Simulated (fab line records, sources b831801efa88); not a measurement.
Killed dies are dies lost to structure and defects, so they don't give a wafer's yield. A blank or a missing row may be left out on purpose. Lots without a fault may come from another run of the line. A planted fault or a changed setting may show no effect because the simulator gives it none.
Chamber matching | flow gf180mcu | GF_STI_ETCH_14 on rie_si-02: 4 sister chambers
The step etches Si in HBr/Cl2/O2, target depth 360 nm, time 102.9 s. 15 wafers are shown with their chamber, then 7 later ones without.

WAFERS WITH THEIR CHAMBER
wafer  | chamber | drypump_motor_current_A (A) | oes_product_au (a.u.) | throttle_valve_pct (%)
L403.4 | 1       | 5.8                         | 1.025                 | 25.650
L403.5 | 2       | 4.9                         | 1.003                 | 25.642
L403.6 | 3       | 5.3                         | 0.994                 | 25.660
L406.2 | 1       | 5.8                         | 1.006                 | 25.653
L406.4 | 0       | 5.6                         | 0.992                 | 25.642
L406.6 | 0       | 5.6                         | 0.995                 | 25.650
L407.1 | 0       | 5.7                         | 1.011                 | 25.650
L407.3 | 1       | 5.9                         | 1.015                 | 25.632
L407.5 | 1       | 5.9                         | 1.026                 | 25.642
L409.1 | 3       | 5.3                         | 0.993                 | 25.656
L409.3 | 2       | 4.9                         | 1.004                 | 25.656
L409.5 | 0       | 5.6                         | 0.990                 | 25.658
L412.1 | 1       | 5.8                         | 1.021                 | 25.644
L412.2 | 3       | 5.3                         | 1.000                 | 25.644
L412.5 | 0       | 5.6                         | 0.996                 | 25.653

SIGNATURES (means of the wafers above)
reading                 | chamber 0 | chamber 1 | chamber 2 | chamber 3 | scatter within a chamber
drypump_motor_current_A | 5.620     | 5.840     | 4.900     | 5.300     | 0.0426
oes_product_au          | 0.99680   | 1.01860   | 1.00350   | 0.99567   | 0.00724
throttle_valve_pct      | 25.65060  | 25.64420  | 25.64900  | 25.65333  | 0.00761
Rule: a wafer's distance from a chamber is the root of the sum, over the readings, of the square of ((its reading less the chamber's mean) divided by the reading's scatter). The wafer belongs to the nearest chamber; if the next one is less than 2 further off, it can't be placed. The scatter: the root of (the sum of the squares of (reading less its chamber's mean) over the shown wafers, divided by (wafers less chambers)).

WAFERS WITHOUT THEIR CHAMBER
wafer  | drypump_motor_current_A (A) | oes_product_au (a.u.) | throttle_valve_pct (%)
L413.3 | 5.3                         | 0.999                 | 25.645
L413.5 | 5.6                         | 1.003                 | 25.656
L413.6 | 5.8                         | 1.017                 | 25.649
L414.2 | 5.3                         | 0.997                 | 25.660
L414.5 | 5.6                         | 1.006                 | 25.660
L415.1 | 5.6                         | 0.991                 | 25.651
L415.3 | 5.3                         | 0.987                 | 25.665

WHICH CHAMBER EACH WENT THROUGH
wafer  | from the rows above | in truth
L413.3 | 3                   | 3
L413.5 | 0                   | 0
L413.6 | 1                   | 1
L414.2 | 3                   | 3
L414.5 | 0                   | 0
L415.1 | 0                   | 0
L415.3 | 3                   | 3
Placed correctly: 7 of 7. Can't be placed from these rows: 0. Placed wrongly: 0.
